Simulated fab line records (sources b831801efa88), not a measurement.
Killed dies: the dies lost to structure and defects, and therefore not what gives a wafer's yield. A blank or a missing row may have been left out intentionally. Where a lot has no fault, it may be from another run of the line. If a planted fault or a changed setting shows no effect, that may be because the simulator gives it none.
Which tool did it? + flow gf180mcu + 39 wafers from 13 lots sampled at 5 of the route's 602 steps

WHAT THE GAUGES SHOWED, per wafer
GF_STI_BOW_MEAS_00.
| lot  | measured    | on            | INCOMING_BOW (um) |
|------|-------------|---------------|-------------------|
| L697 | day 1 15:01 | film metro-03 | 5 1 0             |
| L698 | day 1 20:00 | film metro-02 | -4 4 4            |
| L699 | day 2 01:00 | film metro-04 | -5 7 7            |
| L700 | day 2 06:01 | film metro-02 | -1 -5 7           |
| L701 | day 2 11:02 | film metro-02 | 0 2 15            |
| L707 | day 3 17:01 | film metro-03 | 0 1 10            |
| L708 | day 3 22:00 | film metro-02 | -11 0 3           |
| L710 | day 4 08:01 | film metro-04 | 5 2 2             |
| L715 | day 5 09:00 | film metro-03 | -6 6 -3           |
| L716 | day 5 14:01 | film metro-03 | -16 -11 7         |
| L717 | day 5 19:01 | film metro-02 | -2 -6 -8          |
| L718 | day 6 00:02 | film metro-02 | 5 0 9             |
| L719 | day 6 05:00 | film metro-04 | -2 -5 -3          |

GF_SAB_THK_MEAS_01.
| lot  | measured     | on            | SAB_CVD_00_THK (nm) |
|------|--------------|---------------|---------------------|
| L697 | day 14 06:45 | film metro-02 | 49.6 51.5 50.6      |
| L698 | day 14 18:11 | film metro-04 | 50.2 51.0 50.8      |
| L699 | day 15 00:01 | film metro-04 | 51.4 50.3 51.8      |
| L700 | day 15 06:20 | film metro-02 | 49.1 49.7 50.4      |
| L701 | day 15 13:23 | film metro-02 | 50.5 51.6 50.9      |
| L707 | day 18 07:15 | film metro-04 | 49.4 51.1 51.9      |
| L708 | day 18 13:41 | film metro-03 | 49.0 49.1 49.6      |
| L710 | day 19 08:44 | film metro-04 | 50.0 49.4 50.8      |
| L715 | day 21 03:34 | film metro-02 | 50.6 51.3 52.0      |
| L716 | day 21 13:47 | film metro-03 | 49.9 50.1 51.0      |
| L717 | day 22 01:29 | film metro-04 | 50.2 50.0 51.1      |
| L718 | day 22 01:17 | film metro-04 | 50.5 50.7 51.2      |
| L719 | day 22 23:05 | film metro-04 | 50.6 51.0 51.6      |

EACH LOT AND THE TOOL THAT RAN IT (in order: tool; ch and the chambers of the sampled wafers; start)
| lot  | GF_LVPWELL_COAT_02               | GF_LVPWELL_STRIP_10                 | GF_SAB_CVD_00                   |
|------|----------------------------------|-------------------------------------|---------------------------------|
| L697 | litho track-03 ch 0, day 3 19:49 | plasma asher-01 ch 0, day 4 02:48   | pecvd-04 ch 0,1,2, day 14 06:43 |
| L698 | litho track-02 ch 0, day 4 01:46 | plasma asher-01 ch 0,1, day 4 08:30 | pecvd-02 ch 0,2, day 14 18:10   |
| L699 | litho track-02 ch 0, day 4 05:55 | plasma asher-04 ch 0,1, day 4 13:14 | pecvd-01 ch 0,1,2, day 14 23:59 |
| L700 | litho track-02 ch 0, day 4 11:02 | plasma asher-04 ch 0,1, day 4 18:05 | pecvd-01 ch 0,1, day 15 06:18   |
| L701 | litho track-02 ch 0, day 4 14:49 | plasma asher-04 ch 0,1, day 4 21:51 | pecvd-02 ch 1,2, day 15 13:21   |
| L707 | litho track-03 ch 0, day 6 08:37 | plasma asher-01 ch 0,1, day 6 16:49 | pecvd-02 ch 0,1, day 18 07:13   |
| L708 | litho track-01 ch 0, day 6 13:27 | plasma asher-04 ch 0,1, day 6 21:14 | pecvd-01 ch 1,2, day 18 13:40   |
| L710 | litho track-03 ch 0, day 7 00:03 | plasma asher-04 ch 0, day 7 08:13   | pecvd-02 ch 1,2, day 19 08:43   |
| L715 | litho track-01 ch 0, day 8 04:24 | plasma asher-04 ch 0,1, day 8 12:20 | pecvd-04 ch 0,2, day 21 03:32   |
| L716 | litho track-01 ch 0, day 8 10:58 | plasma asher-04 ch 0,1, day 8 19:55 | pecvd-04 ch 1,2, day 21 13:45   |
| L717 | litho track-02 ch 0, day 8 18:59 | plasma asher-04 ch 0,1, day 9 03:17 | pecvd-04 ch 0,2, day 22 01:28   |
| L718 | litho track-02 ch 0, day 8 19:40 | plasma asher-04 ch 0,1, day 9 04:24 | pecvd-01 ch 1,2, day 22 01:09   |
| L719 | litho track-01 ch 0, day 9 09:33 | plasma asher-04 ch 0,1, day 9 18:41 | pecvd-01 ch 0,1, day 22 23:04   |
- GF_LVPWELL_COAT_02: resist thk 3000 nm.
- GF_LVPWELL_STRIP_10: strips in O2/N2.
- GF_SAB_CVD_00: deposits SiO2 from TEOS, target thk 50 nm, time 4.9302 s.

AS READ BY THE TOOLS THEMSELVES (means over the sampled wafers that have a number; for cases with no such wafer, the mark the record gives instead)
GF_LVPWELL_COAT_02.
| lot  | tool           | spin speed rpm (rpm) |
|------|----------------|----------------------|
| L697 | litho track-03 | 2000.6               |
| L698 | litho track-02 | 1999.0               |
| L699 | litho track-02 | 1998.3               |
| L700 | litho track-02 | 1843.6               |
| L701 | litho track-02 | 1845.0               |
| L707 | litho track-03 | 2000.5               |
| L708 | litho track-01 | 2000.1               |
| L710 | litho track-03 | 1999.5               |
| L715 | litho track-01 | 1998.5               |
| L716 | litho track-01 | 2000.2               |
| L717 | litho track-02 | 1999.5               |
| L718 | litho track-02 | 1999.4               |
| L719 | litho track-01 | 2000.5               |

GF_LVPWELL_STRIP_10.
| lot  | tool            | chamber pressure mTorr (mTorr) | drypump motor current A (A) | heater power w (W) | oes product au (a.u.) | strip time to endpoint s (s) |
|------|-----------------|--------------------------------|-----------------------------|--------------------|-----------------------|------------------------------|
| L697 | plasma asher-01 | 1499.5                         | 5.7                         | 312                | 0.718                 | 36.88                        |
| L698 | plasma asher-01 | 1500.7                         | 5.8                         | 327                | 0.724                 | 36.99                        |
| L699 | plasma asher-04 | 1499.5                         | 6.0                         | 299                | 0.722                 | 36.88                        |
| L700 | plasma asher-04 | 1499.9                         | 6.0                         | 293                | 0.725                 | 38.41                        |
| L701 | plasma asher-04 | 1500.5                         | 6.0                         | 298                | 0.724                 | 38.45                        |
| L707 | plasma asher-01 | 1500.4                         | 5.9                         | 343                | 0.722                 | 37.11                        |
| L708 | plasma asher-04 | 1500.4                         | 6.0                         | 296                | 0.721                 | 36.99                        |
| L710 | plasma asher-04 | 1501.0                         | 5.6                         | 346                | 0.721                 | 37.08                        |
| L715 | plasma asher-04 | 1500.1                         | 6.0                         | 297                | 0.725                 | 37.04                        |
| L716 | plasma asher-04 | 1500.7                         | 5.8                         | 321                | 0.718                 | 36.98                        |
| L717 | plasma asher-04 | 1499.8                         | 5.8                         | 322                | 0.723                 | 37.06                        |
| L718 | plasma asher-04 | 1501.4                         | 5.8                         | 322                | 0.727                 | 37.12                        |
| L719 | plasma asher-04 | 1500.7                         | 6.0                         | 293                | 0.724                 | 37.03                        |

GF_SAB_CVD_00.
| lot  | tool     | heater power w (W) |
|------|----------|--------------------|
| L697 | pecvd-04 | 584                |
| L698 | pecvd-02 | 652                |
| L699 | pecvd-01 | 637                |
| L700 | pecvd-01 | 563                |
| L701 | pecvd-02 | 561                |
| L707 | pecvd-02 | 600                |
| L708 | pecvd-01 | 644                |
| L710 | pecvd-02 | 607                |
| L715 | pecvd-04 | 543                |
| L716 | pecvd-04 | 590                |
| L717 | pecvd-04 | 535                |
| L718 | pecvd-01 | 645                |
| L719 | pecvd-01 | 569                |

THE ANSWER, worked out from the rows above alone
Rule: what is usual is taken from the lots themselves. The widest of any qualifying gaps counts: lots, ordered by their means at a reading, are off when they make up no more than a third of the lots, leave a main group of 4 or more, and stand apart from it by 3 or more times the standard deviation of that group's means. A main group is skipped when, at the precision printed for the reading in the tables above, its means are all equal. Also off: a lot with no number at a reading for which 4 or more lots have one. Where the step has rows for the other lots, those lots are counted as sound. Order of review: gauges by route order, followed by the tools' own readings, for which a lot's mean as printed above is used. The first step at which some lot is off is used, and at that step the reading that is off furthest; a lot without a number counts as furthest.
Off, at GF_LVPWELL_COAT_02 on spin speed rpm: L700, L701. The main group: mean 1999.6 rpm, standard deviation 0.77.
A tool fits if, at that step or a process step before it, it ran every lot that is off, and no sound lot after the first of them. Not one of the candidates tried fits.

WHAT HAD BEEN PUT IN BY THE SIMULATOR
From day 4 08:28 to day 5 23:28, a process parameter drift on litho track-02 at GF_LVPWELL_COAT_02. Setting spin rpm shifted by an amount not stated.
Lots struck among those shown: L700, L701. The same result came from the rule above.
